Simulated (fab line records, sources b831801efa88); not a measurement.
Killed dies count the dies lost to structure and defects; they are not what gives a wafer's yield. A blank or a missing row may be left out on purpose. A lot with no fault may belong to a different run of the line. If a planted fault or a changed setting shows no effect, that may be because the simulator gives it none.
fab line records | flow gf180mcu | part 2 of 2: steps 29 to 39 of 39
record lots=5 wafers=15 last-day=34
route steps=602 shown HV_LDD@205 NSD@235
lots that met no fault: from a run of the same line without faults
start-h: hours from the record's opening day to when the first of the lot's shown wafers began | wait-h: hours since the lot's step before | " identical to the entry in the row above | L1.1+2: a row that stands for several wafers | - value missing, or start not given | * or withheld: withheld | < > ~ a bound
route shown NAME@n: NAME is a module with steps in the file, n the number in the route of the first one | usual: mean/standard deviation of fault-free wafers | same: alike in all rows | chamber/n: place in a boat | sites: each site's reading | _std_site: their standard deviation | _edge_site: the outer-site mean with the inner-site mean subtracted | radius-mm: for every site, how far away it sits from the centre of the wafer | mask NAME#n: copy n | behind: the tool/chamber that last shaped the wafer | hold: the reason the lot was held/the length of the hold in hours/how it ended | device: which transistor (n, p or np) failed to switch | end of line: the tests these same wafers got at the end of their route | where a step has no rows: the recipe by itself | killed: dies lost to structure and defects at the first sort, not the wafer's yield | map: dies across one wafer; x = killed, . = not, _ = none there
set.NAME: the setting as run; set.NAME@STEP: as run at that earlier step | model.NAME: the simulator's own value behind a step, which no gauge read
lots at selected steps of the route; one table per step, one row per wafer
services: the hour from which a tool's chamber was out of use, counted from the record's first day as start-h (under 0 if before that day), plus the number of hours and why
## steps
# step GF_HV_LDD_THK_MEAS_57
# recipe reads=Si3N4_of_HV_LDD_CVD_56
# usual HV_LDD_CVD_56_THK=89.3/0.77
# columns lot.wafer tool chamber start-h wait-h HV_LDD_CVD_56_THK[nm]
L075.2 film-metro-04 - 288.63 0.0 90.6
L075.5 " - " " 90.6
L075.6 " - " " 90.7
L087.1 film-metro-01 - 384.37 0.0 88.1
L087.4 " - " " 88.0
L087.5 " - " " 88.1
L090.1 film-metro-02 - 412.89 0.0 88.7
L090.2 " - " " 87.7
L090.4 " - " " 88.8
L092.1 film-metro-02 - 428.85 0.0 89.0
L092.2 " - " " 89.0
L092.5 " - " " 89.2
L095.1 film-metro-01 - 446.82 0.0 89.6
L095.3 " - " " 89.6
L095.4 " - " " 91.1
# step GF_HV_LDD_ETCHBACK_58
# recipe chemistry=CH3F/O2 target=Si3N4 stop-on=SiO2 source-w=400 bias-w=80 pressure-mtorr=25 ch3f-flow-sccm=40 O2_flow_sccm=30 time-s=100 target-depth-a=900
# usual drypump-motor-current-A=5.5/0.53 oes-product-au=0.839/0.0053 throttle-valve-pct=10.560/0.0086
# same time-s=100
# columns lot.wafer tool chamber start-h wait-h drypump-motor-current-A oes-product-au rf-hours-counter-h throttle-valve-pct
L075.2 rie-diel-04 2 288.68 0.0 4.7 0.839 18 10.577
L075.5 " 1 " " 5.7 0.840 - 10.557
L075.6 " 0 " " 4.8 0.838 - 10.565
L087.1 rie-diel-03 3 384.43 0.1 5.4 0.833 86 10.557
L087.4 " 0 " " 6.5 0.834 114 10.570
L087.5 " 1 " " 5.8 0.831 - 10.544
L090.1 rie-diel-04 3 412.95 0.1 5.3 0.836 6 10.553
L090.2 " 0 " " 4.8 0.827 16 10.561
L090.4 " 1 " " 5.7 0.839 2 10.576
L092.1 rie-diel-03 1 428.91 0.1 5.8 0.837 33 10.554
L092.2 " 3 " " 5.4 0.840 88 10.547
L092.5 " 2 " " 5.8 0.838 - 10.564
L095.1 rie-diel-04 3 446.88 0.1 5.3 0.838 7 10.570
L095.3 " 0 " " 4.8 0.839 17 10.559
L095.4 " 1 " " 5.7 0.849 3 10.554
# step GF_NSD_DEHYDRATE_00
# recipe temp-c=200 time-s=60
# usual heater-power-total-W=160.35/0.12 plate-temp-C=200.02/0.16
# same time-s=60
# columns lot.wafer tool chamber start-h wait-h heater-power-total-W plate-temp-C
L075.2 litho-track-02 0 298.17 9.4 160.50 199.95
L075.5 " 0 " " 160.35 200.14
L075.6 " 0 " " 160.19 200.08
L087.1 litho-track-02 0 395.29 10.8 160.22 199.80
L087.4 " 0 " " 160.32 199.84
L087.5 " 0 " " 160.24 199.69
L090.1 litho-track-03 0 424.70 11.7 160.46 200.07
L090.2 " 0 " " 160.29 199.76
L090.4 " 0 " " 160.21 200.17
L092.1 litho-track-03 0 440.25 11.3 160.35 199.93
L092.2 " 0 " " 160.47 199.93
L092.5 " 0 " " 160.44 199.86
L095.1 litho-track-01 0 458.37 11.5 160.30 199.86
L095.3 " 0 " " 160.47 200.10
L095.4 " 0 " " 160.38 200.05
# step GF_NSD_HMDS_01
# recipe prime-time-s=60 prime-temp-c=120
# usual prime-temp-c=119.98/0.13
# columns lot.wafer tool chamber start-h wait-h prime-temp-c
L075.2 litho-track-02 0 298.32 0.1 119.98
L075.5 " 0 " " 120.25
L075.6 " 0 " " 120.03
L087.1 litho-track-02 0 395.44 0.1 120.16
L087.4 " 0 " " 120.01
L087.5 " 0 " " 120.07
L090.1 litho-track-03 0 424.85 0.1 119.86
L090.2 " 0 " " 119.98
L090.4 " 0 " " 119.95
L092.1 litho-track-03 0 440.40 0.1 120.16
L092.2 " 0 " " 120.04
L092.5 " 0 " " 119.93
L095.1 litho-track-01 0 458.52 0.1 119.90
L095.3 " 0 " " 119.81
L095.4 " 0 " " 119.79
# step GF_NSD_COAT_02
# recipe resist=NOVOLAK spin-rpm=3000 resist-thk-nm=1000
# columns lot.wafer tool chamber start-h wait-h
L075.2+5+6 litho-track-02 0 298.47 0.1
L087.1+4+5 litho-track-02 0 395.59 0.1
L090.1+2+4 litho-track-03 0 425.00 0.1
L092.1+2+5 litho-track-03 0 440.55 0.1
L095.1+3+4 litho-track-01 0 458.67 0.1
# step GF_NSD_SOFTBAKE_03
# recipe temp-c=90 time-s=60 resist=NOVOLAK
# usual heater-power-total-W=56.60/0.047 plate-temp-C=90.01/0.14
# same time-s=60
# columns lot.wafer tool chamber start-h wait-h heater-power-total-W plate-temp-C
L075.2 litho-track-02 0 298.62 0.1 56.62 89.95
L075.5 " 0 " " 56.60 89.94
L075.6 " 0 " " 56.61 89.87
L087.1 litho-track-02 0 395.74 0.1 56.66 89.89
L087.4 " 0 " " 56.59 89.91
L087.5 " 0 " " 56.60 89.90
L090.1 litho-track-03 0 425.15 0.1 56.70 90.16
L090.2 " 0 " " 56.59 89.92
L090.4 " 0 " " 56.65 90.22
L092.1 litho-track-03 0 440.70 0.1 56.59 90.14
L092.2 " 0 " " 56.57 90.43
L092.5 " 0 " " 56.51 90.12
L095.1 litho-track-01 0 458.82 0.1 56.56 90.05
L095.3 " 0 " " 56.62 90.09
L095.4 " 0 " " 56.62 90.03
# step GF_NSD_EXPOSE_04
# recipe mask-id=Nplus target-cd-nm=400 na=0.6 source-shape=conventional sigma-outer=0.6 dose-mj=140
# columns lot.wafer tool chamber start-h wait-h mask
L075.2+5+6 iline-stepper-02 0 - - Nplus#0
L087.1+4+5 iline-stepper-01 0 - - Nplus#0
L090.1+2+4 iline-stepper-02 0 - - Nplus#0
L092.1+2+5 iline-stepper-01 0 - - Nplus#0
L095.1+3+4 iline-stepper-02 0 - - Nplus#0
# step GF_NSD_PEB_05
# recipe temp-c=withheld time-s=* resist=NOVOLAK
# same time-s=*
# columns lot.wafer tool chamber start-h wait-h
L075.2+5+6 litho-track-02 0 - -
L087.1+4+5 litho-track-01 0 - -
L090.1+2+4 litho-track-03 0 - -
L092.1+2+5 litho-track-01 0 - -
L095.1+3+4 litho-track-02 0 - -
# step GF_NSD_DEVELOP_06
# recipe develop-time-s=60 dev-temp-c=23
# columns lot.wafer tool chamber start-h wait-h
L075.2+5+6 litho-track-02 0 308.57 0.1
L087.1+4+5 litho-track-01 0 407.37 0.1
L090.1+2+4 litho-track-03 0 437.10 0.1
L092.1+2+5 litho-track-01 0 452.92 0.1
L095.1+3+4 litho-track-02 0 470.34 0.1
# step GF_NSD_CD_MEAS_07
# recipe target-cd-nm=400
# usual cd-nm=400.1/1.8
# columns lot.wafer tool chamber start-h wait-h cd-nm
L075.2 cd-sem-02 - 308.71 0.1 401.8
L075.5 " - " " 402.4
L075.6 " - " " 401.2
L087.1 cd-sem-01 - 407.52 0.1 398.1
L087.4 " - " " 398.5
L087.5 " - " " 399.4
L090.1 cd-sem-01 - 437.40 0.3 402.1
L090.2 " - " " 402.7
L090.4 " - " " 402.4
L092.1 cd-sem-01 - 453.07 0.1 399.4
L092.2 " - " " 397.5
L092.5 " - " " 399.9
L095.1 cd-sem-01 - 470.49 0.1 396.7
L095.3 " - " " 399.3
L095.4 " - " " 398.6
# step GF_NSD_OVL_MEAS_08
# usual NSD_OVL=0.3/1.2
# columns lot.wafer tool chamber start-h wait-h NSD_OVL[nm]
L075.2 overlay-01 - 308.82 0.1 2.4
L075.5 " - " " -0.9
L075.6 " - " " -0.5
L087.1 overlay-02 - 407.64 0.1 -0.6
L087.4 " - " " -0.2
L087.5 " - " " -1.6
L090.1 overlay-01 - 437.52 0.1 1.3
L090.2 " - " " 2.1
L090.4 " - " " 0.9
L092.1 overlay-02 - 453.19 0.1 -0.6
L092.2 " - " " 1.6
L092.5 " - " " -0.7
L095.1 overlay-02 - 470.61 0.1 0.8
L095.3 " - " " 2.3
L095.4 " - " " 0.0
## services
# columns tool chamber start-h hours kind
rie-diel-04 1 247.45 5.2 repair
plasma-asher-01 - 249.87 0.9 repair
wet-bench-04 - 263.41 1.6 repair
rie-diel-04 1 266.67 3.3 repair
iline-stepper-02 - 281.57 1.7 pm
rtp-anneal-02 - 282.79 3.3 pm
implanter-04 - 287.11 1.6 repair
iline-stepper-01 - 289.19 4.4 pm
implanter-03 - 289.66 3.0 repair
plasma-asher-04 - 316.80 2.0 repair
implanter-04 - 319.12 2.5 repair
iline-stepper-01 - 327.82 0.7 repair
plasma-asher-04 - 340.27 12.8 repair
iline-stepper-01 - 341.21 7.6 repair
iline-stepper-01 - 341.99 14.9 repair
iline-stepper-02 - 356.96 2.1 pm
rie-diel-04 0 358.01 5.0 repair
iline-stepper-02 - 359.04 8.9 pm
lpcvd-01 - 402.91 0.8 pm
plasma-asher-04 - 428.91 0.6 repair
implanter-04 - 439.02 2.2 repair
implanter-03 - 450.89 2.1 repair
iline-stepper-02 - 466.84 1.0 repair
plasma-asher-04 - 467.16 5.3 repair
